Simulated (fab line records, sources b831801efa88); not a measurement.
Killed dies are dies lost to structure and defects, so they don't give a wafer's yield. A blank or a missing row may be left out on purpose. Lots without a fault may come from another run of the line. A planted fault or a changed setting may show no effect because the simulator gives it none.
Tool commonality check | flow sky130 | 14 lots, 42 wafers sampled

WHY IT WAS OPENED
At SKY_NWELL_TW_MEAS_26 the reading NWELL_2_TW is flagged on 2 of 14 lots. Wafers without a fault read 497, standard deviation 4.3.
Rule: a lot is flagged when every wafer of it that has a number lies more than 4 standard deviations from that mean, or none has a number. The other lots count as sound.

lot  | measured     | on            | NWELL_2_TW, wafer by wafer | flag
L981 | day 5 23:16  | film_metro-02 | 498 497 494                |
L982 | day 6 00:04  | film_metro-03 | 500 501 501                |
L983 | day 6 17:26  | film_metro-01 | 493 493 494                |
L984 | day 6 18:43  | film_metro-02 | 503 499 504                |
L985 | day 6 19:37  | film_metro-02 | 502 501 501                |
L986 | day 7 02:16  | film_metro-01 | 494 495 493                |
L990 | day 7 15:02  | film_metro-01 | 495 490 493                |
L991 | day 7 22:58  | film_metro-03 | 504 503 503                |
L993 | day 8 06:23  | film_metro-01 | 522 524 522                | FLAGGED
L992 | day 8 06:46  | film_metro-01 | 494 494 495                |
L995 | day 8 21:17  | film_metro-01 | 523 523 522                | FLAGGED
L998 | day 9 14:20  | film_metro-03 | 497 497 496                |
L999 | day 9 20:58  | film_metro-01 | 493 496 493                |
L103 | day 11 03:46 | film_metro-03 | 503 500 499                |
The numbers of the flagged lots are 523 on average: +26 against the usual, or +6 standard deviations.

WHICH TOOL RAN EACH LOT
The record holds 1 process step before the reading, out of a route of 708 steps. In each cell: the tool, then ch and the chambers that the sampled wafers went through, then the start.
lot  | flag    | SKY_NWELL_IMPLANT_24
L981 |         | implanter-02 ch 0, day 5 23:01
L982 |         | implanter-01 ch 0, day 5 23:49
L983 |         | implanter-02 ch 0, day 6 17:12
L984 |         | implanter-01 ch 0, day 6 18:28
L985 |         | implanter-02 ch 0, day 6 19:23
L986 |         | implanter-01 ch 0, day 7 02:02
L990 |         | implanter-02 ch 0, day 7 14:49
L991 |         | implanter-02 ch 0, day 7 22:43
L993 | FLAGGED | implanter-03 ch 0, day 8 06:08
L992 |         | implanter-01 ch 0, day 8 06:31
L995 | FLAGGED | implanter-03 ch 0, day 8 21:04
L998 |         | implanter-01 ch 0, day 9 14:07
L999 |         | implanter-01 ch 0, day 9 20:44
L103 |         | implanter-02 ch 0, day 11 03:31
What these steps do:
- SKY_NWELL_IMPLANT_24
- SKY_NWELL_TW_MEAS_26

FLAGGED OVER TOTAL, TOOL BY TOOL (the gauges that took the reading come last)
step                 | tool          | lots run | flagged | share of the flagged lots | sound lots run after its first flagged lot
SKY_NWELL_IMPLANT_24 | implanter-01  | 6        | 0       | none                      | -
SKY_NWELL_IMPLANT_24 | implanter-02  | 6        | 0       | none                      | -
SKY_NWELL_IMPLANT_24 | implanter-03  | 2        | 2       | all                       | 0
SKY_NWELL_TW_MEAS_26 | film_metro-01 | 7        | 2       | all                       | 2 (L992,L999)
SKY_NWELL_TW_MEAS_26 | film_metro-02 | 3        | 0       | none                      | -
SKY_NWELL_TW_MEAS_26 | film_metro-03 | 4        | 0       | none                      | -

WHAT THE TABLE ALLOWS
2 rows of the table ran every flagged lot: implanter-03 at SKY_NWELL_IMPLANT_24, film_metro-01 at SKY_NWELL_TW_MEAS_26.
- implanter-03 at SKY_NWELL_IMPLANT_24: 2 of its 2 lots flagged. It ran no sound lot before its first flagged lot in this sample, so the start can't be narrowed down. Its own readings lie more than 4 standard deviations out on every wafer of the flagged lots: dose_ions_cm2, faraday_current_uA.
- film_metro-01 at SKY_NWELL_TW_MEAS_26: 2 of its 7 lots flagged. Sound lots ran on it after the first flagged one (L992, L999), which a lasting fault on the whole tool wouldn't allow.
One tool is left: implanter-03 at SKY_NWELL_IMPLANT_24.

WHAT THE SIMULATOR HAD PUT IN
Process parameter drift: implanter-03, from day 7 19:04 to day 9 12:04, at SKY_NWELL_IMPLANT_24. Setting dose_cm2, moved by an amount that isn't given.
Lots struck among those shown: L993, L995. The rule above found the same.
